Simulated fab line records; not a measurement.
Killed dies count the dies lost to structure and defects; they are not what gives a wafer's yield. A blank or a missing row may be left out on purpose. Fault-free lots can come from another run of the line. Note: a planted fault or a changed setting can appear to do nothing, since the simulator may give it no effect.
Which tool did it?    flow gf180mcu    11 lots with 32 wafers sampled at 5 steps, on a route of 602 steps

WHAT THE GAUGES SHOWED, per wafer
GF_PASSIVATION_THK_MEAS_01.
lot   measured      on             PASSIVATION_CVD_00_THK (nm)
L514  day 28 01:41  film-metro-04  962 973 989
L515  day 28 04:47  film-metro-04  997 1006 999
L518  day 29 07:34  film-metro-01  1002 1010 1010
L519  day 29 14:46  film-metro-02  969 992 1003
L520  day 29 21:26  film-metro-02  1005 984 995
L526  day 31 15:49  film-metro-01  982 836
L533  day 33 19:26  film-metro-01  985 986 983
L534  day 33 21:57  film-metro-02  976 982 983
L535  day 34 01:26  film-metro-02  990 994 987
L536  day 34 04:14  film-metro-01  994 1020 1001
L537  day 34 07:49  film-metro-04  975 982 999

WHAT TOOL EACH LOT RAN ON (gives the tool, then ch and the chambers of the sampled wafers, and finally the start)
lot   GF_MIM_SPUTTER_02             GF_V5_SPUTTER_21              GF_TOP_METAL_SPUTTER_00       GF_PASSIVATION_CVD_00
L514  pvd-sputter-02, day 24 10:36  pvd-sputter-04, day 27 03:07  pvd-sputter-03, day 27 03:49  pecvd-04 ch 1,2, day 28 01:37
L515  pvd-sputter-03, day 24 14:07  pvd-sputter-02, day 27 07:04  pvd-sputter-01, day 27 07:46  pecvd-01 ch 0,1, day 28 04:42
L518  pvd-sputter-03, day 25 20:05  pvd-sputter-02, day 28 11:12  pvd-sputter-01, day 28 11:54  pecvd-02 ch 0,1,2, day 29 07:29
L519  pvd-sputter-01, day 26 05:10  pvd-sputter-04, day 28 18:24  pvd-sputter-03, day 28 19:06  pecvd-01 ch 0,1,2, day 29 14:40
L520  pvd-sputter-03, day 26 09:57  pvd-sputter-04, day 29 01:20  pvd-sputter-01, day 29 02:14  pecvd-01 ch 0,1,2, day 29 21:20
L526  pvd-sputter-03, day 28 09:47  pvd-sputter-04, day 30 20:11  pvd-sputter-04, day 30 20:53  pecvd-01 ch 0, day 31 15:43
L533  pvd-sputter-01, day 30 21:35  pvd-sputter-04, day 33 01:54  pvd-sputter-04, day 33 02:35  pecvd-04 ch 0,1,2, day 33 19:21
L534  pvd-sputter-01, day 30 23:44  pvd-sputter-02, day 33 04:17  pvd-sputter-04, day 33 04:59  pecvd-04 ch 0,1,2, day 33 21:53
L535  pvd-sputter-03, day 31 03:43  pvd-sputter-02, day 33 08:09  pvd-sputter-01, day 33 08:51  pecvd-04 ch 0,1,2, day 34 01:22
L536  pvd-sputter-01, day 31 06:39  pvd-sputter-02, day 33 11:11  pvd-sputter-04, day 33 11:53  pecvd-02 ch 1,2, day 34 04:09
L537  pvd-sputter-03, day 31 10:26  pvd-sputter-02, day 33 14:29  pvd-sputter-04, day 33 15:20  pecvd-04 ch 0,1,2, day 34 07:44
- GF_MIM_SPUTTER_02: material AlCu, target thk 450 nm, time 23.9 s.
- GF_V5_SPUTTER_21: material Ti, target thk 15 nm, time 80.02 s.
- GF_TOP_METAL_SPUTTER_00: material Ti, target thk 37.5 nm, time 150 s.
- GF_PASSIVATION_CVD_00: deposits SiO2 from TEOS, target thk 1000 nm, time 111.95 s.

WHAT THE TOOLS THEMSELVES READ (means of the sampled wafers that have a number; where no wafer has one, the mark that the record gives instead)
GF_MIM_SPUTTER_02.
lot   tool            throttle-valve-pct (%)
L514  pvd-sputter-02  29.8
L515  pvd-sputter-03  30.5
L518  pvd-sputter-03  29.3
L519  pvd-sputter-01  29.3
L520  pvd-sputter-03  30.2
L526  pvd-sputter-03  29.8
L533  pvd-sputter-01  28.4
L534  pvd-sputter-01  28.1
L535  pvd-sputter-03  30.4
L536  pvd-sputter-01  28.4
L537  pvd-sputter-03  30.3

GF_V5_SPUTTER_21.
lot   tool            throttle-valve-pct (%)
L514  pvd-sputter-04  30.2
L515  pvd-sputter-02  30.7
L518  pvd-sputter-02  31.0
L519  pvd-sputter-04  30.5
L520  pvd-sputter-04  30.5
L526  pvd-sputter-04  30.6
L533  pvd-sputter-04  30.5
L534  pvd-sputter-02  29.8
L535  pvd-sputter-02  30.2
L536  pvd-sputter-02  29.8
L537  pvd-sputter-02  29.7

GF_TOP_METAL_SPUTTER_00.
lot   tool            throttle-valve-pct (%)
L514  pvd-sputter-03  30.3
L515  pvd-sputter-01  29.3
L518  pvd-sputter-01  29.4
L519  pvd-sputter-03  29.8
L520  pvd-sputter-01  28.8
L526  pvd-sputter-04  30.1
L533  pvd-sputter-04  30.0
L534  pvd-sputter-04  30.2
L535  pvd-sputter-01  29.2
L536  pvd-sputter-04  30.4
L537  pvd-sputter-04  30.1

GF_PASSIVATION_CVD_00.
lot   tool      heater-power-w (W)  run-length-s (s)
L514  pecvd-04  630                 139.2
L515  pecvd-01  638                 139.5
L518  pecvd-02  564                 140.1
L519  pecvd-01  605                 139.5
L520  pecvd-01  608                 139.3
L526  pecvd-01  708                 130.6
L533  pecvd-04  598                 139.4
L534  pecvd-04  619                 139.3
L535  pecvd-04  599                 139.4
L536  pecvd-02  620                 140.3
L537  pecvd-04  657                 139.5

THE ANSWER, worked out from the rows above alone
Rule: usual is defined by the lots themselves. The widest of any qualifying gaps counts: lots, ordered by their means at a reading, are off when they make up no more than a third of the lots, leave a main group of 4 or more, and stand apart from it by 3 or more times the standard deviation of that group's means. A main group is skipped when, at the precision printed for the reading in the tables above, its means are all equal. A lot without any number at a reading at which 4 lots or more have one is off too. The other lots that the step has rows for count as sound. Order of review: gauges by route order, followed by the tools' own readings, for which a lot's mean as printed above is used. The first step at which some lot is off is used, and at that step the reading that is off furthest; a lot without a number counts as furthest.
Off: L526, at GF_PASSIVATION_THK_MEAS_01 (PASSIVATION_CVD_00_THK). Main group: mean 991 nm, sd 10.
A tool fits if, at a process step before that reading, it ran every lot that is off, and no sound lot after the first of them. The gauges at GF_PASSIVATION_THK_MEAS_01 aren't tried: what is off there is off at GF_PASSIVATION_CVD_00 too, on other tools, and a gauge's error can't cause that. One fits: GF_PASSIVATION_CVD_00 on pecvd-01. A fault onset in the window from L520 (day 29 21:20, its last sound lot) to L526 (day 31 15:43, its first lot off) fits.
The tool's own readings at GF_PASSIVATION_CVD_00 bear it out: on the lots that are off they differ by more than 5 times the standard deviation of the sound lots' means. run-length-s reads 130.6 s there against 139.6 s on the sound lots.

WHAT THE SIMULATOR HAD INSERTED
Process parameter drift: pecvd-01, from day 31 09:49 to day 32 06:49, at GF_PASSIVATION_CVD_00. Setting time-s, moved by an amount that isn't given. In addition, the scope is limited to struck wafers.
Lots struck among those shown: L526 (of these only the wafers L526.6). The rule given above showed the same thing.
